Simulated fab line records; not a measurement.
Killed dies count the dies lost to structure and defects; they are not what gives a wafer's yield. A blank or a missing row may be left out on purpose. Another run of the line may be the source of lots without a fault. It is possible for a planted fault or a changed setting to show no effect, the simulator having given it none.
The tool behind it: which one? -- flow gf180mcu -- 12 lots with 34 wafers sampled at 4 steps, on a route of 602 steps

== WHAT THE GAUGES SHOWED, per wafer ==
GF_V5_RS_MEAS_24: uses a four-point probe to measure.
lot,measured,on,V5_W_RS (ohm/sq)
L783,day 28 02:45,film metro-03,0.331 0.336 0.330
L785,day 28 13:01,film metro-01,0.325 0.324 0.327
L787,day 29 03:22,film metro-03,0.332 0.330 0.330
L788,day 29 10:48,film metro-04,0.329 0.326 0.328
L789,day 30 00:55,film metro-01,0.330 0.333 0.329
L791,day 30 10:34,film metro-01,0.327 0.329 0.324
L795,day 31 14:16,film metro-01,0.325 0.306
L796,day 31 18:56,film metro-01,0.310 0.331
L797,day 32 02:01,film metro-03,0.327 0.332 0.325
L798,day 32 06:45,film metro-03,0.313 0.331 0.332
L803,day 33 15:48,film metro-03,0.330 0.333 0.330
L806,day 34 05:17,film metro-04,0.333 0.337 0.331

GF_V5_THK_MEAS_25: measures by xrf.
lot,measured,on,V5_W_THK (nm)
L783,day 28 02:52,film metro-03,365 359 366
L785,day 28 13:08,film metro-01,368 373 368
L787,day 29 03:28,film metro-03,369 370 370
L788,day 29 10:55,film metro-04,362 366 365
L789,day 30 01:02,film metro-01,362 361 366
L791,day 30 10:40,film metro-01,368 367 373
L795,day 31 14:22,film metro-01,372 394
L796,day 31 19:03,film metro-01,390 364
L797,day 32 02:08,film metro-03,369 360 368
L798,day 32 06:52,film metro-03,383 361 358
L803,day 33 15:55,film metro-03,363 361 365
L806,day 34 05:24,film metro-04,366 360 370

== EACH LOT AND THE TOOL THAT RAN IT (in order: tool; ch and the chambers of the sampled wafers; start) ==
lot,GF_V5_ETCH_16,GF_V5_CVD_23
L783,"rie diel-04 ch 0,1,2, day 28 01:49","cvd w-01 ch 0,1, day 28 02:38"
L785,"rie diel-04 ch 0,1,2, day 28 11:46","cvd w-02 ch 0,1, day 28 12:54"
L787,"rie diel-03 ch 0,1,3, day 29 01:58","cvd w-02 ch 0,1, day 29 03:15"
L788,"rie diel-01 ch 1,3, day 29 09:53","cvd w-01 ch 0,1, day 29 10:40"
L789,"rie diel-01 ch 0,2,3, day 30 00:01","cvd w-02 ch 0,1, day 30 00:48"
L791,"rie diel-03 ch 0,1,3, day 30 09:37","cvd w-01 ch 0,1, day 30 10:26"
L795,"rie diel-03 ch 1,2, day 31 13:20","cvd w-01 ch 0,1, day 31 14:09"
L796,"rie diel-04 ch 2,3, day 31 18:01","cvd w-01 ch 0, day 31 18:49"
L797,"rie diel-04 ch 1,2, day 32 01:07","cvd w-02 ch 0,1, day 32 01:55"
L798,"rie diel-04 ch 0,1,3, day 32 05:50","cvd w-01 ch 0,1, day 32 06:37"
L803,"rie diel-04 ch 2,3, day 33 14:49","cvd w-02 ch 0,1, day 33 15:41"
L806,"rie diel-04 ch 0,1, day 34 04:22","cvd w-02 ch 0,1, day 34 05:10"
- GF_V5_ETCH_16: etches BARC in N2/H2.
- GF_V5_CVD_23: deposits W, target thk 350 nm, time 104.9 s.

== AS READ BY THE TOOLS THEMSELVES (means over the sampled wafers that have a number; for cases with no such wafer, the mark the record gives instead) ==
GF_V5_ETCH_16.
lot,tool,drypump motor current A (A),oes product au (a.u.),throttle valve pct (%)
L783,rie diel-04,5.4,0.856,13.218
L785,rie diel-04,5.4,0.858,13.221
L787,rie diel-03,5.7,0.858,13.226
L788,rie diel-01,6.2,0.852,13.221
L789,rie diel-01,6.2,0.857,13.225
L791,rie diel-03,5.7,0.848,13.227
L795,rie diel-03,5.9,0.855,13.212
L796,rie diel-04,5.8,0.853,13.213
L797,rie diel-04,5.0,0.849,13.218
L798,rie diel-04,5.4,0.861,13.230
L803,rie diel-04,5.8,0.858,13.230
L806,rie diel-04,5.4,0.855,13.224

GF_V5_CVD_23.
lot,tool,heater power w (W)
L783,cvd w-01,781
L785,cvd w-02,1031
L787,cvd w-02,1059
L788,cvd w-01,810
L789,cvd w-02,1074
L791,cvd w-01,806
L795,cvd w-01,800
L796,cvd w-01,762
L797,cvd w-02,1080
L798,cvd w-01,779
L803,cvd w-02,1081
L806,cvd w-02,1056

== THE ANSWER, worked out from the rows above alone ==
Rule: the lots themselves supply what counts as usual. The widest of any qualifying gaps counts: lots, ordered by their means at a reading, are off when they make up no more than a third of the lots, leave a main group of 4 or more, and stand apart from it by 3 or more times the standard deviation of that group's means. If all means in a main group match to the digits the tables above print for the reading, that group is not used. Also off: a lot with no number at a reading for which 4 or more lots have one. Where the step has rows for the other lots, those lots are counted as sound. The gauges are gone through in route order, then the tools' own readings, and for those a lot's mean is taken as printed above. At the first step where some lot is off, the reading lying furthest off is the one used; lots without a number count as furthest.
No lot is off at any reading shown: from this, nothing can be told.

== WHAT THE SIMULATOR HAD PUT IN ==
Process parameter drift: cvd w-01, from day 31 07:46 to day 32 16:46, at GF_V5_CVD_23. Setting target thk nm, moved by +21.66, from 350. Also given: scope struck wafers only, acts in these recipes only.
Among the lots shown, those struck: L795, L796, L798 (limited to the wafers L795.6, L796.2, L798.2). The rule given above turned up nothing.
